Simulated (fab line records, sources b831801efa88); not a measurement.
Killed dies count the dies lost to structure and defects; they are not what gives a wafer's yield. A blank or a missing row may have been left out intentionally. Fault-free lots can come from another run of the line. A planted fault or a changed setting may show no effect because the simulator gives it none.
fab line records -- flow sky130
record: lots: 7, wafers: 21, lastDay: 50
route steps=708 shown LDD_N@252 LDD_P@255 LDD_HVN@267 PAD_OPEN@708
lots that met no fault: from a run of the same line without faults
startH: start of the lot's first displayed wafer, in hours after the record's first day -- waitH: how many hours have passed since the lot's step before this one -- " identical to the entry in the row above -- L1.1+2: a single row standing in for several wafers -- - value missing, or start not given -- * or withheld: withheld -- < > ~ a bound
route shown NAME@n: names a module that has steps shown in the file, with the first one's number in the route -- usual: mean and standard deviation over wafers with no fault -- same: alike in all rows -- chamber/n: place in a boat -- sites: readings site by site -- _std_site: standard deviation across them -- _edge_site: inner sites' mean taken away from outer sites' mean -- radiusMm: for every site, how far away it sits from the centre of the wafer -- mask NAME#n: copy n -- behind: the last tool/chamber to shape the wafer -- hold: cause of the lot's hold/its duration in hours/its outcome -- device: transistor that didn't switch, given as n, p or np -- end of line: tests of these same wafers at the route's end -- a step given without rows: its recipe and nothing more -- killed: not the wafer's yield, but the dies lost to structure and defects at the first sort -- map: the dies of a wafer, with x for killed, . for not killed, _ for no die there
set.NAME: the setting that was run; set.NAME@STEP: the one run at that earlier step -- model.NAME: the simulator's own value behind a step, which no gauge read
lots seen at some steps along the route; tables by step, rows by wafer
services: the hour from which a tool's chamber was out of use, counted from the record's first day as startH (under 0 if before that day), plus the number of hours and why
== steps ==
step: SKY_LDD_N_IMPLANT_15
recipe: species: BF2, energyKev: 49.36, doseCm2: 5e+12, tiltDeg: 30, rotationDeg: 270
step: SKY_LDD_N_STRIP_16
recipe: chemistry: O2/N2, powerW: 1400, pressureMtorr: 1500, platenTempC: withheld, o2FlowSccm: 3000, n2FlowSccm: 300, overashFraction: 0.5
usual: drypumpMotorCurrentA: 6.0/0.46, o2FlowSccm: 2997/9.7, oesProductAu: 0.406/0.0045, stripTimeToEndpointS: 4.313/0.016
lot.wafer,tool,chamber,startH,waitH,drypumpMotorCurrentA,o2FlowSccm,oesProductAu,rfHoursCounterH,stripTimeToEndpointS
L439.1,plasmaAsher-02,1,489.25,0.1,5.7,2993,0.401,6,4.294
L439.2,plasmaAsher-02,0,489.25,0.1,6.0,2980,0.409,6,4.287
L439.6,plasmaAsher-02,0,489.25,0.1,6.1,2975,0.408,-,4.316
L440.2,plasmaAsher-04,1,492.90,0.1,6.3,3001,0.405,64,4.309
L440.3,plasmaAsher-04,1,492.90,0.1,6.3,3005,0.408,-,4.310
L440.6,plasmaAsher-04,0,492.90,0.1,5.4,2996,0.404,-,4.315
L442.2,plasmaAsher-01,1,510.18,0.1,5.9,2999,0.400,41,4.302
L442.3,plasmaAsher-01,1,510.18,0.1,5.9,3010,0.409,-,4.318
L442.6,plasmaAsher-01,0,510.18,0.1,6.7,2998,0.401,-,4.320
L444.1,plasmaAsher-01,1,527.00,0.1,5.9,3003,0.404,42,4.303
L444.2,plasmaAsher-01,0,527.00,0.1,6.7,2985,0.401,42,4.294
L444.5,plasmaAsher-01,0,527.00,0.1,6.7,2981,0.407,-,4.330
L449.2,plasmaAsher-04,0,575.80,0.1,5.4,3000,0.407,73,4.310
L449.3,plasmaAsher-04,1,575.80,0.1,6.3,2988,0.408,-,4.280
L449.6,plasmaAsher-04,1,575.80,0.1,6.3,2977,0.401,-,4.292
L452.3,plasmaAsher-04,1,589.18,0.1,6.4,3011,0.410,-,4.286
L452.5,plasmaAsher-04,1,589.18,0.1,6.3,2996,0.412,-,4.292
L452.6,plasmaAsher-04,0,589.18,0.1,5.4,3001,0.412,-,4.288
L453.4,plasmaAsher-02,0,614.83,0.1,6.0,3005,0.410,-,4.300
L453.5,plasmaAsher-02,1,614.83,0.1,5.6,2996,0.405,-,4.340
L453.6,plasmaAsher-02,0,614.83,0.1,6.1,3002,0.401,-,4.334
step: SKY_LDD_N_TW_MEAS_17
usual: LDD_N_TW: 2597/17
lot.wafer,tool,chamber,startH,waitH,LDD_N_TW
L439.1,filmMetro-02,-,489.35,0.1,2611
L439.2,filmMetro-02,-,489.35,0.1,2622
L439.6,filmMetro-02,-,489.35,0.1,2617
L440.2,filmMetro-03,-,493.01,0.1,2622
L440.3,filmMetro-03,-,493.01,0.1,2621
L440.6,filmMetro-03,-,493.01,0.1,2633
L442.2,filmMetro-02,-,510.29,0.1,2615
L442.3,filmMetro-02,-,510.29,0.1,2630
L442.6,filmMetro-02,-,510.29,0.1,2620
L444.1,filmMetro-03,-,527.10,0.1,2573
L444.2,filmMetro-03,-,527.10,0.1,2582
L444.5,filmMetro-03,-,527.10,0.1,2597
L449.2,filmMetro-03,-,575.91,0.1,2585
L449.3,filmMetro-03,-,575.91,0.1,2585
L449.6,filmMetro-03,-,575.91,0.1,2595
L452.3,filmMetro-03,-,589.27,0.1,2591
L452.5,filmMetro-03,-,589.27,0.1,2583
L452.6,filmMetro-03,-,589.27,0.1,2591
L453.4,filmMetro-03,-,614.93,0.1,2594
L453.5,filmMetro-03,-,614.93,0.1,2599
L453.6,filmMetro-03,-,614.93,0.1,2598
step: SKY_LDD_P_DEHYDRATE_00
recipe: tempC: 200, timeS: 60
step: SKY_LDD_P_HMDS_01
recipe: primeTimeS: 60, primeTempC: 120
step: SKY_LDD_P_COAT_02
recipe: resist: NOVOLAK, spinRpm: 3000, resistThkNm: 1140
step: SKY_LDD_P_SOFTBAKE_03
recipe: tempC: 90, timeS: 60, resist: NOVOLAK
step: SKY_LDD_P_EXPOSE_04
recipe: maskId: PSDM, na: 0.6, sourceShape: conventional, sigmaOuter: 0.6, polarization: unpolarized, targetCdNm: 380, doseMj: 138
step: SKY_LDD_P_PEB_05
recipe: tempC: withheld, timeS: *, resist: NOVOLAK
step: SKY_LDD_P_DEVELOP_06
recipe: resist: NOVOLAK, developer: TMAH, developTimeS: 60, devTempC: 23
step: SKY_LDD_P_CD_MEAS_07
recipe: targetCdNm: 380
usual: cdNm: 379.9/2.6
lot.wafer,tool,chamber,startH,waitH,cdNm
L439.1,cdSem-01,-,519.94,0.1,383.3
L439.2,cdSem-01,-,519.94,0.1,379.9
L439.6,cdSem-01,-,519.94,0.1,381.5
L440.2,cdSem-02,-,522.78,0.1,385.2
L440.3,cdSem-02,-,522.78,0.1,382.9
L440.6,cdSem-02,-,522.78,0.1,385.1
L442.2,cdSem-01,-,540.78,0.1,383.1
L442.3,cdSem-01,-,540.78,0.1,380.2
L442.6,cdSem-01,-,540.78,0.1,382.8
L444.1,cdSem-01,-,557.05,0.1,379.0
L444.2,cdSem-01,-,557.05,0.1,382.0
L444.5,cdSem-01,-,557.05,0.1,380.8
L449.2,cdSem-01,-,604.78,0.1,383.8
L449.3,cdSem-01,-,604.78,0.1,381.6
L449.6,cdSem-01,-,604.78,0.1,381.8
L452.3,cdSem-01,-,618.16,0.1,377.2
L452.5,cdSem-01,-,618.16,0.1,379.2
L452.6,cdSem-01,-,618.16,0.1,380.1
L453.4,cdSem-01,-,643.97,0.3,383.1
L453.5,cdSem-01,-,643.97,0.3,382.2
L453.6,cdSem-01,-,643.97,0.3,383.8
step: SKY_LDD_P_OVL_MEAS_08
usual: LDD_P_OVL: 1.3/1.5
lot.wafer,tool,chamber,startH,waitH,LDD_P_OVL[nm]
L439.1,overlay-01,-,520.06,0.1,2.1
L439.2,overlay-01,-,520.06,0.1,2.6
L439.6,overlay-01,-,520.06,0.1,3.9
L440.2,overlay-01,-,522.89,0.1,-0.6
L440.3,overlay-01,-,522.89,0.1,1.0
L440.6,overlay-01,-,522.89,0.1,0.9
L442.2,overlay-01,-,540.89,0.1,-1.2
L442.3,overlay-01,-,540.89,0.1,-0.3
L442.6,overlay-01,-,540.89,0.1,-1.1
L444.1,overlay-02,-,557.17,0.1,3.7
L444.2,overlay-02,-,557.17,0.1,2.7
L444.5,overlay-02,-,557.17,0.1,3.4
L449.2,overlay-02,-,604.89,0.1,1.7
L449.3,overlay-02,-,604.89,0.1,1.3
L449.6,overlay-02,-,604.89,0.1,1.1
L452.3,overlay-01,-,618.25,0.1,1.8
L452.5,overlay-01,-,618.25,0.1,0.9
L452.6,overlay-01,-,618.25,0.1,1.0
L453.4,overlay-01,-,644.04,0.1,-0.7
L453.5,overlay-01,-,644.04,0.1,-1.6
L453.6,overlay-01,-,644.04,0.1,-1.9
step: SKY_LDD_P_IMPLANT_09
recipe: species: BF2, energyKev: 25, doseCm2: 1e+13, tiltDeg: withheld
lot.wafer,tool,chamber,startH,waitH
L439.1+2+6,implanter-04,0,520.10,0.0
L440.2+3+6,implanter-04,0,522.94,0.0
L442.2+3+6,implanter-04,0,540.94,0.0
L444.1+2+5,implanter-03,0,557.20,0.0
L449.2+3+6,implanter-01,0,604.94,0.0
L452.3+5+6,implanter-03,0,618.32,0.1
L453.4+5+6,implanter-04,0,644.14,0.1
step: SKY_LDD_P_STRIP_10
recipe: chemistry: O2/N2, powerW: 1400, pressureMtorr: 1500, platenTempC: withheld, o2FlowSccm: 3000, n2FlowSccm: 300, overashFraction: 0.5
usual: drypumpMotorCurrentA: 5.9/0.37, o2FlowSccm: 3000/8.9, oesProductAu: 0.715/0.0047, stripTimeToEndpointS: 14.18/0.035
lot.wafer,tool,chamber,startH,waitH,drypumpMotorCurrentA,o2FlowSccm,oesProductAu,rfHoursCounterH,stripTimeToEndpointS
L439.1,plasmaAsher-02,0,520.25,0.1,6.1,3018,0.719,9,14.19
L439.2,plasmaAsher-02,1,520.25,0.1,5.6,3006,0.724,9,14.15
L439.6,plasmaAsher-02,1,520.25,0.1,5.7,2978,0.710,-,14.18
L440.2,plasmaAsher-03,1,523.07,0.1,6.1,2993,0.721,79,14.24
L440.3,plasmaAsher-03,1,523.07,0.1,6.1,3011,0.716,-,14.23
L440.6,plasmaAsher-03,1,523.07,0.1,6.1,3000,0.710,-,14.18
L442.2,plasmaAsher-04,0,541.07,0.1,5.4,3000,0.720,69,14.14
L442.3,plasmaAsher-04,0,541.07,0.1,5.4,2996,0.710,-,14.16
L442.6,plasmaAsher-04,1,541.07,0.1,6.3,3003,0.718,-,14.11
L444.1,plasmaAsher-04,1,557.35,0.1,6.3,2996,0.713,71,14.19
L444.2,plasmaAsher-04,0,557.35,0.1,5.4,3007,0.721,71,14.13
L444.5,plasmaAsher-04,0,557.35,0.1,5.5,2999,0.714,-,14.18
L449.2,plasmaAsher-02,0,605.07,0.1,6.0,2992,0.721,18,14.16
L449.3,plasmaAsher-02,1,605.07,0.1,5.6,3002,0.710,-,14.17
L449.6,plasmaAsher-02,0,605.07,0.1,6.1,2997,0.717,-,14.16
L452.3,plasmaAsher-03,0,618.45,0.1,5.6,2993,0.719,-,14.15
L452.5,plasmaAsher-03,0,618.45,0.1,5.5,2980,0.712,-,14.22
L452.6,plasmaAsher-03,1,618.45,0.1,6.1,3004,0.721,-,14.19
L453.4,plasmaAsher-03,0,644.24,0.1,5.5,2991,0.721,-,14.14
L453.5,plasmaAsher-03,1,644.24,0.1,6.1,3013,0.721,-,14.21
L453.6,plasmaAsher-03,0,644.24,0.1,5.6,2999,0.718,-,14.24
step: SKY_LDD_P_TW_MEAS_11
usual: LDD_P_TW: 639/4.2
lot.wafer,tool,chamber,startH,waitH,LDD_P_TW
L439.1,filmMetro-04,-,520.35,0.1,624
L439.2,filmMetro-04,-,520.35,0.1,623
L439.6,filmMetro-04,-,520.35,0.1,627
L440.2,filmMetro-03,-,523.18,0.1,623
L440.3,filmMetro-03,-,523.18,0.1,628
L440.6,filmMetro-03,-,523.18,0.1,626
L442.2,filmMetro-04,-,541.18,0.1,621
L442.3,filmMetro-04,-,541.18,0.1,623
L442.6,filmMetro-04,-,541.18,0.1,621
L444.1,filmMetro-03,-,557.45,0.1,641
L444.2,filmMetro-03,-,557.45,0.1,639
L444.5,filmMetro-03,-,557.45,0.1,637
L449.2,filmMetro-03,-,605.18,0.1,642
L449.3,filmMetro-03,-,605.18,0.1,642
L449.6,filmMetro-03,-,605.18,0.1,640
L452.3,filmMetro-04,-,618.54,0.1,635
L452.5,filmMetro-04,-,618.54,0.1,635
L452.6,filmMetro-04,-,618.54,0.1,635
L453.4,filmMetro-03,-,644.34,0.1,639
L453.5,filmMetro-03,-,644.34,0.1,644
L453.6,filmMetro-03,-,644.34,0.1,641
step: SKY_LDD_HVN_DEHYDRATE_00
recipe: tempC: 200, timeS: 60
step: SKY_PAD_OPEN_PROBE_99
lot.wafer,tool,chamber,startH,waitH,model.etest.tipP.rsOhmSqRange,model.etest.tipP.rsOhmSqRimLessCentre,model.etest.pfet_01v8.driveUaUmRange,model.etest.pfet_01v8.vtVRange
L439.1,prober-02,-,1134.49,0.1,1748,510.2,13.42,0.02782
L439.2,prober-02,-,1134.54,0.1,1619,525,11.53,0.03432
L439.6,prober-02,-,1134.74,0.2,1799,534.9,10.53,0.03104
L440.2,prober-01,-,1134.87,0.1,1856,240.8,5.72,0.03951
L440.3,prober-01,-,1134.92,0.2,1713,309.1,11.35,0.03721
L440.6,prober-01,-,1135.07,0.2,1839,358.6,8.529,0.03415
L442.2,prober-01,-,1143.52,0.1,1759,343.6,12.28,0.02219
L442.3,prober-01,-,1143.57,0.2,1638,436.9,11.44,0.02241
L442.6,prober-01,-,1143.72,0.2,1766,438.8,11.28,0.02153
L444.1,prober-01,-,1157.89,0.1,273.9,-111.1,5.848,0.008253
L444.2,prober-01,-,1157.94,0.1,255.8,37.35,6.633,0.01095
L444.5,prober-01,-,1158.09,0.2,238.5,-60.48,9.093,0.02045
L449.2,prober-02,-,1182.46,0.1,232.7,123.2,10.06,0.02201
L449.3,prober-02,-,1182.51,0.2,127.9,51.26,9.278,0.0255
L449.6,prober-02,-,1182.66,0.2,245.6,169.2,10.56,0.03339
L452.3,prober-01,-,1193.67,0.2,82.05,-2.399,7.836,0.007651
L452.5,prober-01,-,1193.77,0.2,251.6,-150.3,7.218,0.005753
L452.6,prober-01,-,1193.82,0.2,158.2,-27.68,6.598,0.01051
L453.4,prober-01,-,1203.44,0.2,189.5,36.41,7.048,0.01096
L453.5,prober-01,-,1203.49,0.2,174.4,-10.88,7.392,0.01136
L453.6,prober-01,-,1203.54,0.2,130.6,45.12,4.91,0.01133
killed by level:class
L439.1 VIA1:geometricParticle:open=9 LI_CONTACT:geometricParticle:open=7 METAL1:geometricParticle:short=7 VIA3:geometricParticle:open=7 VIA2:geometricParticle:open=7 POLY_GATE:geometricParticle:open=6 CONTACT:geometricParticle:open=6 LOCAL_INTERCONNECT:geometricParticle:short=4
L439.2 METAL2:geometricParticle:short=11 VIA2:geometricParticle:open=11 VIA1:geometricParticle:open=7 CONTACT:geometricParticle:open=6 METAL1:geometricParticle:short=5 VIA3:geometricParticle:open=4 FIELD_ISO:geometricParticle:short=3 LI_CONTACT:geometricParticle:open=3
L439.6 CONTACT:geometricParticle:short=10 METAL1:geometricParticle:short=9 CONTACT:geometricParticle:open=8 VIA1:geometricParticle:open=7 POLY_GATE:geometricParticle:open=6 LOCAL_INTERCONNECT:geometricParticle:short=6 METAL2:geometricParticle:short=5 FIELD_ISO:geometricParticle:open=4
L440.2 LI_CONTACT:geometricParticle:open=8 FIELD_ISO:geometricParticle:short=6 VIA1:geometricParticle:open=6 VIA2:geometricParticle:open=6 CONTACT:geometricParticle:open=5 VIA1:geometricParticle:short=5 LOCAL_INTERCONNECT:geometricParticle:short=4 METAL1:geometricParticle:short=4
L440.3 LI_CONTACT:geometricParticle:open=10 CONTACT:geometricParticle:open=8 METAL1:geometricParticle:short=8 VIA3:geometricParticle:open=8 LI_CONTACT:geometricParticle:short=5 VIA1:geometricParticle:open=5 VIA1:geometricParticle:short=5 FIELD_ISO:geometricParticle:open=4
L440.6 CONTACT:geometricParticle:open=10 VIA1:geometricParticle:open=9 VIA2:geometricParticle:open=9 FIELD_ISO:geometricParticle:open=5 LI_CONTACT:geometricParticle:open=5 LOCAL_INTERCONNECT:geometricParticle:short=5 VIA2:geometricParticle:short=4 METAL1:geometricParticle:short=4
L444.1 VIA1:geometricParticle:open=18 LI_CONTACT:geometricParticle:open=10 VIA3:geometricParticle:open=10 CONTACT:geometricParticle:open=9 CONTACT:geometricParticle:short=7 VIA2:geometricParticle:short=7 LOCAL_INTERCONNECT:geometricParticle:short=5 VIA1:geometricParticle:short=5
L444.2 VIA1:geometricParticle:open=11 CONTACT:geometricParticle:open=10 LI_CONTACT:geometricParticle:open=9 VIA2:geometricParticle:open=8 METAL1:geometricParticle:short=7 FIELD_ISO:geometricParticle:open=6 LOCAL_INTERCONNECT:geometricParticle:short=5 VIA1:geometricParticle:short=5
L444.5 VIA1:geometricParticle:open=19 CONTACT:geometricParticle:open=8 CONTACT:geometricParticle:short=6 LI_CONTACT:geometricParticle:open=6 VIA3:geometricParticle:open=6 METAL1:geometricParticle:short=6 VIA1:geometricParticle:short=6 FIELD_ISO:geometricParticle:open=5
L449.2 CONTACT:geometricParticle:short=9 VIA1:geometricParticle:open=9 CONTACT:geometricParticle:open=8 LOCAL_INTERCONNECT:geometricParticle:short=6 VIA2:geometricParticle:open=5 METAL1:geometricParticle:short=5 FIELD_ISO:geometricParticle:short=4 LI_CONTACT:geometricParticle:short=4
L449.3 CONTACT:geometricParticle:open=9 VIA1:geometricParticle:open=8 VIA2:geometricParticle:open=7 LOCAL_INTERCONNECT:geometricParticle:short=5 METAL4:geometricParticle:short=5 LI_CONTACT:geometricParticle:short=4 VIA1:geometricParticle:short=4 VIA2:geometricParticle:short=4
L449.6 VIA3:geometricParticle:open=10 CONTACT:geometricParticle:open=9 VIA1:geometricParticle:open=9 VIA2:geometricParticle:open=7 FIELD_ISO:geometricParticle:open=6 LI_CONTACT:geometricParticle:open=5 VIA2:geometricParticle:short=5 METAL2:geometricParticle:short=5
L452.3 VIA1:geometricParticle:open=13 CONTACT:geometricParticle:open=8 LI_CONTACT:geometricParticle:open=6 METAL1:geometricParticle:short=6 CONTACT:geometricParticle:short=6 FIELD_ISO:geometricParticle:short=5 POLY_GATE:geometricParticle:open=3 METAL2:geometricParticle:short=3
L452.5 VIA1:geometricParticle:open=12 FIELD_ISO:geometricParticle:short=7 VIA3:geometricParticle:open=6 VIA2:geometricParticle:open=5 LI_CONTACT:geometricParticle:open=5 CONTACT:geometricParticle:open=5 LOCAL_INTERCONNECT:geometricParticle:short=4 POLY_GATE:geometricParticle:open=3
L452.6 METAL2:geometricParticle:short=12 VIA1:geometricParticle:open=11 METAL1:geometricParticle:short=7 CONTACT:geometricParticle:open=7 METAL4:geometricParticle:short=7 FIELD_ISO:geometricParticle:short=5 VIA3:geometricParticle:open=5 VIA2:geometricParticle:open=5
L453.4 VIA1:geometricParticle:open=12 CONTACT:geometricParticle:open=8 METAL2:geometricParticle:short=8 VIA2:geometricParticle:open=8 VIA1:geometricParticle:short=7 LI_CONTACT:geometricParticle:open=7 FIELD_ISO:geometricParticle:short=6 VIA3:geometricParticle:short=6
L453.5 VIA1:geometricParticle:open=12 VIA3:geometricParticle:short=10 METAL2:geometricParticle:short=7 POLY_GATE:geometricParticle:short=5 LI_CONTACT:geometricParticle:open=5 FIELD_ISO:geometricParticle:open=4 CONTACT:geometricParticle:short=4 LOCAL_INTERCONNECT:geometricParticle:short=4
L453.6 CONTACT:geometricParticle:open=12 VIA1:geometricParticle:open=8 VIA3:geometricParticle:open=8 METAL1:geometricParticle:short=7 VIA1:geometricParticle:short=7 FIELD_ISO:geometricParticle:short=6 LI_CONTACT:geometricParticle:open=5 METAL2:geometricParticle:short=5
== services ==
tool,chamber,startH,hours,kind
plasmaAsher-02,-,477.81,4.1,repair
implanter-04,-,479.66,1.4,repair
implanter-01,-,482.24,1.6,repair
implanter-01,-,484.88,1.8,repair
implanter-03,-,490.46,2.8,repair
implanter-04,-,497.57,3.5,repair
implanter-03,-,509.63,5.8,pm
implanter-01,-,512.35,1.0,repair
implanter-03,-,524.02,2.6,repair
plasmaAsher-03,-,532.98,18.7,pm
plasmaAsher-03,-,554.10,15.6,pm
implanter-04,-,562.75,2.4,repair
implanter-01,-,584.58,4.0,pm
implanter-03,-,590.14,1.3,repair
implanter-03,-,590.36,3.9,repair
plasmaAsher-02,-,597.75,2.9,repair
== key ==
firstSign: step: SKY_LDD_P_TW_MEAS_11, reading: LDD_P_TW, direction: down, sigmas: 3.5, usual: 639, struck: 624
effect none on later readings
modelEffect: step: SKY_PAD_OPEN_PROBE_99, value: etest.tipP.rsOhmSqRange, without: 212.5, struck: 1749
metAt SKY_LDD_P_IMPLANT_09
struckWafers L439.1,L439.2,L439.6,L440.2,L440.3,L440.6,L442.2,L442.3,L442.6
sortLeftOut L442.2,L442.3,L442.6
testerLeftOut L439,L440,L442
fault: kind: processParameterDrift, tool: implanter-04, chamber: -, onsetH: 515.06, steps: SKY_LDD_P_IMPLANT_09, channel: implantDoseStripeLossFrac, offset: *, shape: step, endH: 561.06
testerLeftOut: of these lots the tester's yield and bins aren't shown, on N5 and GAA mostly nor the transistor test; their killed dies are dies lost to structure and defects alone, not to doping, threshold or leakage, so they don't give the yield
sortLeftOut: the simulated sort isn't trusted on such a fault, so these wafers' sort isn't shown, and their yield isn't known
